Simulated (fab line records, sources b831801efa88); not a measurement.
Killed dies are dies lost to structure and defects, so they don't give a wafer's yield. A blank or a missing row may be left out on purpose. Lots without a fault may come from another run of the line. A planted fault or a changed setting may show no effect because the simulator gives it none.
Split-lot experiment | flow sfq_line | 5 lots, 23 wafers read, on a route of 325 steps

THE SPLIT
At SFQ_TRILAYER_R5_LITHO_COAT_136 (resist thk 600 nm), the setting resist_thk_nm was moved away from the recipe's 600 nm on 9 of the 23 wafers read, by -5.7% to +2.1%. The other wafers ran this setting at the recipe's value.

FROM THE SPLIT TO THE READING: what the file shows between them, 2 steps
- SFQ_TRILAYER_R5_LITHO_PEB_139: peb time 60 s (also split here: peb_temp_c)
- SFQ_TRILAYER_R5_LITHO_DEVELOP_138: time 60 s

THE READING
KrF_of_TRILAYER_R5_LITHO_COAT_136.thk_nm (the simulator's own value, which no gauge read), in nm, at SFQ_TRILAYER_R5_BARC_OPEN_METAL_ETCH_177 (etches BARC in O2, target depth 125 nm, time 41.7 s). The file gives no usual value for it. The 14 wafers here that ran the recipe average 521.7 nm, standard deviation 1.4 nm.

wafer  | tool, chamber at the split | resist_thk_nm as run, nm | against the recipe | KrF_of_TRILAYER_R5_LITHO_COAT_136.thk_nm, nm | against lot-mates on the recipe
L076.1 | litho_track-01, 0          | 600                      | recipe             | 523                                          | -
L076.3 | litho_track-01, 0          | 600                      | recipe             | 523.5                                        | -
L076.5 | litho_track-01, 0          | 600                      | recipe             | 521.1                                        | -
L077.1 | litho_track-03, 0          | 600                      | recipe             | 522.9                                        | -
L077.2 | litho_track-03, 0          | 565.9                    | -5.7%              | 489                                          | -33.3
L077.3 | litho_track-03, 0          | 565.9                    | -5.7%              | 491                                          | -31.3
L077.5 | litho_track-03, 0          | 565.9                    | -5.7%              | 489.8                                        | -32.5
L077.6 | litho_track-03, 0          | 600                      | recipe             | 521.8                                        | -
L078.1 | litho_track-03, 0          | 600                      | recipe             | 520.8                                        | -
L078.2 | litho_track-03, 0          | 600                      | recipe             | 520.7                                        | -
L078.3 | litho_track-03, 0          | 600                      | recipe             | 521.2                                        | -
L078.5 | litho_track-03, 0          | 600                      | recipe             | 520.4                                        | -
L078.6 | litho_track-03, 0          | 600                      | recipe             | 519.5                                        | -
L083.2 | litho_track-02, 0          | 612.8                    | +2.1%              | 535.4                                        | +14.9
L083.3 | litho_track-02, 0          | 612.8                    | +2.1%              | 532.5                                        | +12.0
L083.4 | litho_track-02, 0          | 612.8                    | +2.1%              | 534.1                                        | +13.6
L083.5 | litho_track-02, 0          | 600                      | recipe             | 519.7                                        | -
L083.6 | litho_track-02, 0          | 600                      | recipe             | 521.4                                        | -
L085.1 | litho_track-01, 0          | 574.8                    | -4.2%              | 497.3                                        | -26.6
L085.2 | litho_track-01, 0          | 574.8                    | -4.2%              | 499.7                                        | -24.2
L085.3 | litho_track-01, 0          | 600                      | recipe             | 523.8                                        | -
L085.5 | litho_track-01, 0          | 600                      | recipe             | 524                                          | -
L085.6 | litho_track-01, 0          | 574.8                    | -4.2%              | 497.6                                        | -26.3

THE FIT
A straight line over all 23 wafers: KrF_of_TRILAYER_R5_LITHO_COAT_136.thk_nm changes by +5.62 nm for each +1% of resist_thk_nm; r = +1.00; the points scatter about the line by 1.4 nm.
The same after taking each lot's own level away (the mean of its wafers on the recipe; 23 wafers): +5.91 nm for each +1%; r = +1.00; scatter 1.1 nm.
On that fit, the largest move of resist_thk_nm shifts the reading by 34 nm.
The lots' own levels span 520.52 to 523.90 nm, that is 2.3 times the standard deviation above.
So the lot-to-lot level changes the slope little: the two slopes agree.
Check: with one of the wafers moved furthest among these (-5.7%) left out of the fit, the line predicts -33.5 nm for it against its lot-mates. It came out at -33.3 nm against them.

OTHER SPLITS ON THESE WAFERS
These wafers also went through other splits before the reading. Each is held against what the fit with the lots' levels taken away leaves over:
other split on the same wafers                      | wafers away from the commonest value | r with KrF_of_TRILAYER_R5_LITHO_COAT_136.thk_nm (lot level and that fit taken away)
SFQ_TRILAYER_I4_VIA_LITHO_EXPOSE_104 dose_mj        | 10                                   | +0.19
SFQ_TRILAYER_I4_VIA_ETCH_VIA_ETCH_106 source_w      | 8                                    | -0.31
SFQ_TRILAYER_JJ_TRILAYER_DEP_SPUTTER_112 power_w    | 8                                    | +0.29
SFQ_TRILAYER_JJ_CE_LITHO_COAT_114 resist_thk_nm     | 6                                    | +0.51
SFQ_TRILAYER_JJ_CE_BARC_OPEN_RIE_150 pressure_mtorr | 15                                   | +0.08
SFQ_TRILAYER_R5_LITHO_PEB_139 peb_temp_c            | 7                                    | +0.02

THE WHOLE CHAIN: every reading that the file lists as answering this split, in the file's order
step                                     | what it does                                        | reading                                                                                   | change (the file's fit)              | r (the file's)
SFQ_TRILAYER_R5_LITHO_COAT_136           | resist thk 600 nm                                   | KrF_of_TRILAYER_R5_LITHO_COAT_136.thk_nm (the simulator's own value, which no gauge read) | +5.83 nm for each +1% of the setting | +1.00
SFQ_TRILAYER_R5_BARC_OPEN_METAL_ETCH_177 | etches BARC in O2, target depth 125 nm, time 41.7 s | KrF_of_TRILAYER_R5_LITHO_COAT_136.thk_nm (the simulator's own value, which no gauge read) | +5.89 nm for each +1% of the setting | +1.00

THE FILE'S OWN FIT
KrF_of_TRILAYER_R5_LITHO_COAT_136.thk_nm changes by +5.89 nm for each +1% of resist_thk_nm, r = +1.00.
